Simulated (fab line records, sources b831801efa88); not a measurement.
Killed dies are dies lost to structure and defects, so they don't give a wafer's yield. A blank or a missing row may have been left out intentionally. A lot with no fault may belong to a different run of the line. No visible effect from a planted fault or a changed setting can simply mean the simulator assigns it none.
The tool behind it: which one? -- flow gf180mcu -- 14 lots with 42 wafers sampled at 6 steps, on a route of 602 steps

== WHAT EACH GAUGE READ, for each wafer ==
GF_HV_LDD_CD_MEAS_07 targets a cd of 400 nm.
lot,measured,on,cd nm (nm)
L674,day 10 00:30,cd sem-01,402.1 401.3 400.6
L675,day 10 06:28,cd sem-01,398.8 398.9 402.1
L676,day 10 13:42,cd sem-01,399.1 402.5 401.3
L677,day 11 04:10,cd sem-02,398.8 402.8 400.0
L678,day 11 14:26,cd sem-01,397.3 396.8 398.0
L679,day 11 15:01,cd sem-01,398.3 400.2 400.0
L681,day 12 07:50,cd sem-02,398.8 400.8 398.9
L682,day 12 15:19,cd sem-02,403.2 405.9 405.8
L683,day 12 23:32,cd sem-01,397.4 398.4 400.5
L684,day 13 02:56,cd sem-02,397.2 398.4 396.4
L685,day 13 06:46,cd sem-02,400.3 399.1 399.5
L690,day 14 23:44,cd sem-01,399.5 398.0 398.4
L695,day 16 15:16,cd sem-02,401.2 400.4 401.6
L697,day 17 06:41,cd sem-02,399.4 401.5 398.2

GF_HV_LDD_OVL_MEAS_20.
lot,measured,on,HV_LDD_01_OVL (nm)
L674,day 10 19:08,overlay-02,2.9 1.6 0.4
L675,day 11 00:49,overlay-02,1.8 0.0 2.1
L676,day 11 08:10,overlay-02,-1.7 -0.9 -0.7
L677,day 11 23:36,overlay-01,0.9 0.1 1.4
L678,day 12 08:59,overlay-02,-0.1 0.4 0.1
L679,day 12 11:14,overlay-02,2.3 -1.0 -0.2
L681,day 13 03:59,overlay-01,0.8 1.7 0.1
L682,day 13 11:46,overlay-01,2.4 1.2 2.0
L683,day 13 20:16,overlay-01,0.1 0.2 -0.6
L684,day 13 23:34,overlay-02,3.0 0.0 1.3
L685,day 14 04:07,overlay-01,-1.0 0.4 -0.5
L690,day 15 21:43,overlay-02,2.1 0.3 0.1
L695,day 17 14:34,overlay-02,0.7 1.7 1.5
L697,day 18 06:39,overlay-01,1.2 0.2 0.6

GF_HV_LDD_CD_MEAS_31 targets a cd of 400 nm.
lot,measured,on,cd nm (nm)
L674,day 11 14:24,cd sem-02,403.7 405.4 400.7
L675,day 11 19:25,cd sem-01,401.2 403.2 404.3
L676,day 12 03:13,cd sem-02,396.9 396.9 396.8
L677,day 12 18:32,cd sem-02,400.1 399.0 399.1
L678,day 13 04:33,cd sem-01,399.0 400.1 402.6
L679,day 13 07:38,cd sem-01,401.2 401.1 400.5
L681,day 14 00:14,cd sem-01,397.6 398.7 399.6
L682,day 14 09:11,cd sem-02,404.2 405.5 404.0
L683,day 14 17:00,cd sem-01,399.6 399.0 400.1
L684,day 14 19:49,cd sem-02,399.8 400.2 400.1
L685,day 15 00:36,cd sem-02,402.3 402.9 401.1
L690,day 16 20:17,cd sem-02,401.7 403.2 403.4
L695,day 18 13:26,cd sem-01,396.7 396.1 397.9
L697,day 19 06:49,cd sem-01,399.1 397.1 401.2

GF_PSD_TW_MEAS_11.
lot,measured,on,PSD_TW
L674,day 14 08:19,film metro-01,3227 3217 3209
L675,day 14 12:50,film metro-04,3197 3195 3192
L676,day 14 20:59,film metro-04,3193 3195 3201
L677,day 15 14:34,film metro-04,3195 3197 3190
L678,day 16 00:02,film metro-03,3231 3208 3229
L679,day 16 03:04,film metro-01,3188 3181 3178
L681,day 16 22:00,film metro-04,3205 3198 3172
L682,day 17 08:00,film metro-03,3233 3221 3226
L683,day 17 16:21,film metro-01,3180 3194 3179
L684,day 17 19:49,film metro-03,31 30 30
L685,day 18 00:52,film metro-03,30 30 30
L690,day 19 23:46,film metro-03,3191 3199 3203
L695,day 21 17:55,film metro-01,3190 3185 3182
L697,day 22 11:10,film metro-04,3190 3189 3192

== WHAT TOOL EACH LOT RAN ON (gives the tool, then ch and the chambers of the sampled wafers, and finally the start) ==
lot,GF_NSD_STRIP_11,GF_PSD_STRIP_10
L674,"plasma asher-01 ch 0,1, day 13 11:26","plasma asher-04 ch 0,1, day 14 08:13"
L675,"plasma asher-04 ch 0,1, day 13 15:43","plasma asher-02 ch 0,1, day 14 12:45"
L676,"plasma asher-01 ch 0, day 13 23:48","plasma asher-02 ch 0,1, day 14 20:52"
L677,"plasma asher-04 ch 0,1, day 14 16:32","plasma asher-04 ch 0,1, day 15 14:28"
L678,"plasma asher-04 ch 0,1, day 15 01:48","plasma asher-03 ch 0,1, day 15 23:55"
L679,"plasma asher-01 ch 0,1, day 15 05:27","plasma asher-02 ch 0,1, day 16 02:58"
L681,"plasma asher-04 ch 0,1, day 15 23:01","plasma asher-03 ch 0,1, day 16 21:54"
L682,"plasma asher-02 ch 0,1, day 16 08:50","plasma asher-02 ch 0,1, day 17 07:54"
L683,"plasma asher-02 ch 0,1, day 16 17:53","plasma asher-04 ch 0,1, day 17 16:15"
L684,"plasma asher-04 ch 0,1, day 16 20:34","plasma asher-03 ch 0,1, day 17 19:43"
L685,"plasma asher-04 ch 0,1, day 17 01:24","plasma asher-02 ch 0,1, day 18 00:46"
L690,"plasma asher-02 ch 0,1, day 18 23:36","plasma asher-04 ch 0,1, day 19 23:40"
L695,"plasma asher-01 ch 0,1, day 20 17:29","plasma asher-02 ch 0,1, day 21 17:48"
L697,"plasma asher-01 ch 0,1, day 21 11:15","plasma asher-02 ch 0,1, day 22 11:04"
- GF_NSD_STRIP_11: strips in O2/N2.
- GF_PSD_STRIP_10: strips in O2/N2.

== WHAT THE TOOLS THEMSELVES READ (means of the sampled wafers that have a number; where no wafer has one, the mark that the record gives instead) ==
GF_NSD_STRIP_11.
lot,tool,chamber pressure mTorr (mTorr),drypump motor current A (A),heater power w (W),o2 flow sccm (sccm),oes product au (a.u.),strip time to endpoint s (s)
L674,plasma asher-01,1499.6,6.1,317,3003,0.490,23.00
L675,plasma asher-04,1499.8,5.8,355,3009,0.486,22.94
L676,plasma asher-01,1499.2,6.8,350,2994,0.483,22.93
L677,plasma asher-04,1499.5,6.1,357,3001,0.480,22.94
L678,plasma asher-04,1501.3,6.1,358,3001,0.487,22.90
L679,plasma asher-01,1498.8,6.4,333,2997,0.488,22.94
L681,plasma asher-04,1500.3,5.8,352,3005,0.486,22.97
L682,plasma asher-02,1501.5,5.5,360,3000,0.487,22.95
L683,plasma asher-02,1500.9,5.7,339,2989,0.487,23.00
L684,plasma asher-04,-,-,-,-,-,-
L685,plasma asher-04,-,-,-,-,-,-
L690,plasma asher-02,1502.7,5.6,353,3003,0.486,22.98
L695,plasma asher-01,1499.5,6.5,334,2996,0.484,22.96
L697,plasma asher-01,1499.9,6.1,312,2997,0.490,23.03

GF_PSD_STRIP_10.
lot,tool,chamber pressure mTorr (mTorr),drypump motor current A (A),heater power w (W),o2 flow sccm (sccm),oes product au (a.u.),strip time to endpoint s (s)
L674,plasma asher-04,1500.8,6.1,351,3005,0.596,16.51
L675,plasma asher-02,1500.0,5.7,340,3006,0.595,16.55
L676,plasma asher-02,1500.3,5.7,344,3001,0.596,16.58
L677,plasma asher-04,1500.9,5.8,351,2995,0.594,16.44
L678,plasma asher-03,1500.1,5.9,302,2999,0.589,16.51
L679,plasma asher-02,1499.7,5.6,354,2997,0.591,16.59
L681,plasma asher-03,1500.0,6.0,314,2999,0.593,16.51
L682,plasma asher-02,1500.9,5.5,350,2998,0.593,16.47
L683,plasma asher-04,1498.9,5.8,352,3004,0.592,16.50
L684,plasma asher-03,1499.7,5.9,294,2991,0.660,31.44
L685,plasma asher-02,1501.7,5.7,340,3003,0.655,31.52
L690,plasma asher-04,1499.6,6.0,359,3002,0.601,16.56
L695,plasma asher-02,1500.4,5.7,347,3002,0.595,16.55
L697,plasma asher-02,1501.6,5.7,339,3003,0.594,16.52

== THE ANSWER, worked out from the rows above alone ==
Rule: the usual values come from the lots themselves. The widest of any qualifying gaps counts: lots, ordered by their means at a reading, are off when they make up no more than a third of the lots, leave a main group of 4 or more, and stand apart from it by 3 or more times the standard deviation of that group's means. The tables above print the reading to a certain number of digits; a main group whose means all agree to those digits is not used. A lot without any number at a reading at which 4 lots or more have one is off too. The other lots that the step has rows for count as sound. The gauges are gone through in route order, then the tools' own readings, and for those a lot's mean is taken as printed above. At the first step where some lot is off, the reading lying furthest off is the one used; lots without a number count as furthest.
Off: at GF_PSD_TW_MEAS_11 (PSD_TW), L684, L685. The main group has a mean of 3199 with a standard deviation of 15.
If a tool, at a process step before that reading, ran all the lots that are off and no sound lot after the first of them, it fits. Not tried: the gauges at GF_PSD_TW_MEAS_11; whatever is off there is also off at GF_NSD_STRIP_11, on other tools, and gauge error can't account for it. One fits: GF_NSD_STRIP_11 on plasma asher-04. A fault onset in the window from L681 (day 15 23:01, its last sound lot) to L684 (day 16 20:34, its first lot off) fits.
Blank at GF_NSD_STRIP_11 on the lots that are off, where sound lots have numbers: chamber pressure mTorr, drypump motor current A, heater power w, o2 flow sccm, oes product au, strip time to endpoint s.

== WHAT THE SIMULATOR HAD PUT IN ==
Entire step skipped (plasma asher-04, GF_NSD_STRIP_11), from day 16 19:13 onward. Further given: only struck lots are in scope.
Shown lots that were struck: L684, L685. The same result came from the rule above.
